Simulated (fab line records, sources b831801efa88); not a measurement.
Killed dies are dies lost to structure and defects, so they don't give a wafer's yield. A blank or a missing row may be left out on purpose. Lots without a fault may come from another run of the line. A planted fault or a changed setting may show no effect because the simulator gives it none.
Chamber matching | flow sky130 | SKY_VIA2_ETCH_15 on rie_diel-04: 4 sister chambers
The step etches SiO2 in C4F8/O2/Ar, stops on TiN, target depth 546 nm, time 84 s. 20 wafers are shown with their chamber, then 10 later ones without.

WAFERS WITH THEIR CHAMBER
wafer  | chamber | oes_product_au (a.u.)
L076.1 | 0       | 0.935
L076.2 | 3       | 0.936
L076.3 | 1       | 0.932
L076.4 | 1       | 0.939
L076.5 | 0       | 0.950
L076.6 | 3       | 0.937
L077.2 | 0       | 0.937
L077.4 | 3       | 0.946
L077.5 | 1       | 0.940
L079.4 | 3       | 0.940
L079.5 | 0       | 0.935
L079.6 | 1       | 0.941
L082.3 | 3       | 0.941
L082.5 | 3       | 0.941
L082.6 | 1       | 0.941
L087.2 | 2       | 0.940
L087.3 | 3       | 0.935
L087.6 | 2       | 0.938
L088.1 | 3       | 0.939
L088.2 | 1       | 0.934

SIGNATURES (means of the wafers above)
reading        | chamber 0 | chamber 1 | chamber 2 | chamber 3 | scatter within a chamber
oes_product_au | 0.93925   | 0.93783   | 0.93900   | 0.93937   | 0.00447
Rule: a wafer's distance from a chamber is the root of the sum, over the readings, of the square of ((its reading less the chamber's mean) divided by the reading's scatter). The wafer belongs to the nearest chamber; if the next one is less than 2 further off, it can't be placed. The scatter: the root of (the sum of the squares of (reading less its chamber's mean) over the shown wafers, divided by (wafers less chambers)).

WAFERS WITHOUT THEIR CHAMBER
wafer  | oes_product_au (a.u.)
L088.6 | 0.937
L090.1 | 0.938
L090.3 | 0.936
L090.5 | 0.935
L091.1 | 0.941
L091.2 | 0.936
L091.6 | 0.939
L092.1 | 0.933
L092.4 | 0.929
L092.6 | 0.942

WHICH CHAMBER EACH WENT THROUGH
wafer  | from the rows above               | in truth
L088.6 | can't be placed: 1 or 2 or 0 or 3 | 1
L090.1 | can't be placed: 1 or 2 or 0 or 3 | 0
L090.3 | can't be placed: 1 or 2 or 0 or 3 | 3
L090.5 | can't be placed: 1 or 2 or 0 or 3 | 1
L091.1 | can't be placed: 3 or 0 or 2 or 1 | 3
L091.2 | can't be placed: 1 or 2 or 0 or 3 | 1
L091.6 | can't be placed: 2 or 0 or 3 or 1 | 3
L092.1 | can't be placed: 1 or 2 or 0 or 3 | 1
L092.4 | can't be placed: 1 or 2 or 0 or 3 | 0
L092.6 | can't be placed: 3 or 0 or 2 or 1 | 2
Placed correctly: 0 of 10. Can't be placed from these rows: 10 (the true chamber is among the candidates in 10). Placed wrongly: 0.
